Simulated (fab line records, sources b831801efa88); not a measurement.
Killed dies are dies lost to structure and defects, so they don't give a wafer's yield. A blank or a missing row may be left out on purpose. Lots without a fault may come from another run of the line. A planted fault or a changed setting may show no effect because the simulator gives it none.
Which tool did it? | flow sky130 | 13 lots, 39 wafers sampled, at 6 steps of a route of 708

WHAT THE GAUGES READ, wafer by wafer
SKY_SD_P_CD_MEAS_07: target cd 380 nm.
lot  | measured     | on        | cd_nm (nm)
L682 | day 26 07:50 | cd_sem-02 | 378.1 379.8 381.7
L685 | day 27 19:41 | cd_sem-02 | 380.9 385.0 381.8
L686 | day 28 05:21 | cd_sem-01 | 375.7 375.8 375.1
L687 | day 28 09:11 | cd_sem-02 | 378.1 378.2 378.5
L689 | day 29 00:44 | cd_sem-01 | 376.4 376.2 375.2
L690 | day 29 06:50 | cd_sem-02 | 380.0 381.1 381.4
L691 | day 29 16:05 | cd_sem-02 | 380.4 379.3 381.2
L692 | day 30 02:50 | cd_sem-01 | 374.3 373.3 376.4
L693 | day 30 14:41 | cd_sem-02 | 383.0 384.8 385.1
L694 | day 30 17:43 | cd_sem-02 | 380.7 377.7 378.9
L701 | day 33 02:53 | cd_sem-01 | 380.7 380.5 378.5
L702 | day 33 10:41 | cd_sem-02 | 376.3 376.4 378.5
L705 | day 34 08:44 | cd_sem-02 | 379.7 380.4 380.7

SKY_SD_P_OVL_MEAS_08.
lot  | measured     | on         | SD_P_OVL (nm)
L682 | day 26 07:58 | overlay-01 | 0.8 0.0 -1.3
L685 | day 27 19:46 | overlay-02 | -0.1 1.7 0.8
L686 | day 28 05:26 | overlay-02 | 0.1 -1.2 2.4
L687 | day 28 09:19 | overlay-01 | 0.4 -0.2 -0.8
L689 | day 29 00:52 | overlay-02 | -0.6 1.6 0.8
L690 | day 29 06:58 | overlay-01 | 0.9 -0.3 1.0
L691 | day 29 16:13 | overlay-01 | 2.9 1.4 0.0
L692 | day 30 02:58 | overlay-01 | -0.5 0.6 0.9
L693 | day 30 14:49 | overlay-01 | 0.0 0.8 -0.8
L694 | day 30 17:49 | overlay-01 | 0.7 0.1 -0.2
L701 | day 33 03:01 | overlay-01 | 0.3 -1.1 -0.7
L702 | day 33 10:49 | overlay-01 | 1.5 1.7 1.8
L705 | day 34 08:52 | overlay-02 | 2.9 -1.6 -0.1

SKY_SD_N_RS_MEAS_16: measures by four-point-probe.
lot  | measured     | on            | SD_N_RS (ohm/sq)
L682 | day 28 18:23 | film_metro-02 | 68.68 68.59 68.72
L685 | day 30 07:07 | film_metro-01 | 68.39 68.55 68.65
L686 | day 30 15:40 | film_metro-02 | 68.81 68.96 68.85
L687 | day 30 19:26 | film_metro-04 | 68.54 68.71 68.48
L689 | day 31 10:41 | film_metro-04 | 68.56 68.65 68.49
L690 | day 31 17:23 | film_metro-04 | 68.46 68.55 68.54
L691 | day 32 02:35 | film_metro-04 | 68.36 68.35 68.47
L692 | day 32 12:02 | film_metro-01 | 68.86 68.72 68.64
L693 | day 33 01:32 | film_metro-02 | 68.71 68.80 68.74
L694 | day 33 03:34 | film_metro-01 | 68.67 68.72 68.56
L701 | day 35 12:50 | film_metro-04 | 71.58 71.63 71.76
L702 | day 35 20:20 | film_metro-01 | 71.75 71.73 71.74
L705 | day 36 19:05 | film_metro-01 | 68.58 68.45 68.50

SKY_SD_N_RS_MEAS_17: measures by four-point-probe.
lot  | measured     | on            | SD_P_RS (ohm/sq)
L682 | day 28 18:31 | film_metro-02 | 147.3 147.2 147.5
L685 | day 30 07:14 | film_metro-01 | 146.9 146.8 147.0
L686 | day 30 15:47 | film_metro-02 | 147.1 147.5 147.4
L687 | day 30 19:33 | film_metro-04 | 146.8 147.3 147.1
L689 | day 31 10:49 | film_metro-04 | 146.7 147.5 147.0
L690 | day 31 17:30 | film_metro-04 | 146.4 147.2 147.0
L691 | day 32 02:43 | film_metro-04 | 146.3 146.4 146.8
L692 | day 32 12:09 | film_metro-01 | 148.0 147.2 147.2
L693 | day 33 01:40 | film_metro-02 | 148.4 147.8 147.7
L694 | day 33 03:41 | film_metro-01 | 146.8 147.1 146.7
L701 | day 35 12:58 | film_metro-04 | 166.0 165.5 165.7
L702 | day 35 20:27 | film_metro-01 | 165.9 165.8 165.6
L705 | day 36 19:13 | film_metro-01 | 146.8 146.7 146.8

SKY_LI_CONTACT_BOW_MEAS_03.
lot  | measured     | on            | LI_CONTACT_BOW (um)
L682 | day 28 19:14 | film_metro-01 | 54 55 58
L685 | day 30 07:58 | film_metro-02 | 53 61 63
L686 | day 30 16:30 | film_metro-04 | 59 44 56
L687 | day 30 20:16 | film_metro-04 | 53 68 55
L689 | day 31 11:32 | film_metro-04 | 55 52 42
L690 | day 31 18:13 | film_metro-01 | 47 43 59
L691 | day 32 03:42 | film_metro-04 | 49 69 58
L692 | day 32 12:52 | film_metro-04 | 61 51 55
L693 | day 33 02:23 | film_metro-01 | 49 54 44
L694 | day 33 04:31 | film_metro-01 | 62 50 59
L701 | day 35 13:41 | film_metro-01 | 75 50 61
L702 | day 35 21:10 | film_metro-01 | 57 69 54
L705 | day 36 19:56 | film_metro-02 | 53 65 58

WHICH TOOL RAN EACH LOT (tool, then ch and the chambers of the sampled wafers, then the start)
lot  | SKY_SD_N_RTA_14
L682 | rtp_anneal-02 ch 0, day 28 18:13
L685 | rtp_anneal-01 ch 0, day 30 06:56
L686 | rtp_anneal-02 ch 0, day 30 15:28
L687 | rtp_anneal-01 ch 0, day 30 19:16
L689 | rtp_anneal-01 ch 0, day 31 10:31
L690 | rtp_anneal-02 ch 0, day 31 17:13
L691 | rtp_anneal-01 ch 0, day 32 02:25
L692 | rtp_anneal-02 ch 0, day 32 11:52
L693 | rtp_anneal-01 ch 0, day 33 01:22
L694 | rtp_anneal-02 ch 0, day 33 03:22
L701 | rtp_anneal-02 ch 0, day 35 12:40
L702 | rtp_anneal-02 ch 0, day 35 20:10
L705 | rtp_anneal-01 ch 0, day 36 18:55
- SKY_SD_N_RTA_14: time 2 s.

WHAT THE TOOLS THEMSELVES READ (means of the sampled wafers that have a number; where no wafer has one, the mark that the record gives instead)
SKY_SD_N_RTA_14.
lot  | tool          | lamp_power_pct (%) | wafer_temp_C_max
L682 | rtp_anneal-02 | 15.72              | 1078.3
L685 | rtp_anneal-01 | 15.75              | 1079.0
L686 | rtp_anneal-02 | 15.80              | 1077.5
L687 | rtp_anneal-01 | 15.70              | 1077.6
L689 | rtp_anneal-01 | 15.73              | 1078.0
L690 | rtp_anneal-02 | 15.80              | 1077.1
L691 | rtp_anneal-01 | 15.68              | 1077.5
L692 | rtp_anneal-02 | 15.78              | 1078.9
L693 | rtp_anneal-01 | 15.69              | 1078.7
L694 | rtp_anneal-02 | 15.74              | 1077.7
L701 | rtp_anneal-02 | 15.02              | 1080.2
L702 | rtp_anneal-02 | 14.99              | 1078.8
L705 | rtp_anneal-01 | 15.73              | 1078.4

THE ANSWER, worked out from the rows above alone
Rule: what is usual is taken from the lots themselves. Put in order of their means at a reading, lots are off if they are a third of the lots or fewer, leave a main group of 4 or more, and stand apart from it by a gap of 3 or more times the standard deviation of the main group's means; of several such gaps the widest counts. A main group whose means are all the same, to the digits that the tables above print for the reading, isn't used. A lot without any number at a reading at which 4 lots or more have one is off too. The other lots that the step has rows for count as sound. The gauges are gone through in route order, then the tools' own readings, and for those a lot's mean is taken as printed above. The first step at which some lot is off is used, and at that step the reading that is off furthest; a lot without a number counts as furthest.
Off: L701, L702, at SKY_SD_N_RS_MEAS_16 (SD_N_RS). The main group: mean 68.62 ohm/sq, standard deviation 0.13.
A tool fits if, at a process step before that reading, it ran every lot that is off, and no sound lot after the first of them. The gauges at SKY_SD_N_RS_MEAS_16 aren't tried: what is off there is off at SKY_SD_N_RTA_14 too, on other tools, and a gauge's error can't cause that. One fits: rtp_anneal-02 at SKY_SD_N_RTA_14. Its last sound lot is L694 (day 33 03:22), its first lot that is off L701 (day 35 12:40): a fault that began between those two fits.
The tool's own readings at SKY_SD_N_RTA_14 bear it out: on the lots that are off they differ by more than 5 times the standard deviation of the sound lots' means. lamp_power_pct reads 15.00 % there against 15.74 % on the sound lots.

WHAT THE SIMULATOR HAD PUT IN
Process parameter drift: rtp_anneal-02, from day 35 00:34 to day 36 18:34, at SKY_SD_N_RTA_14. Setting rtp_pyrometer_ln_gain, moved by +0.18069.
Lots struck among those shown: L701, L702. The rule above found the same.
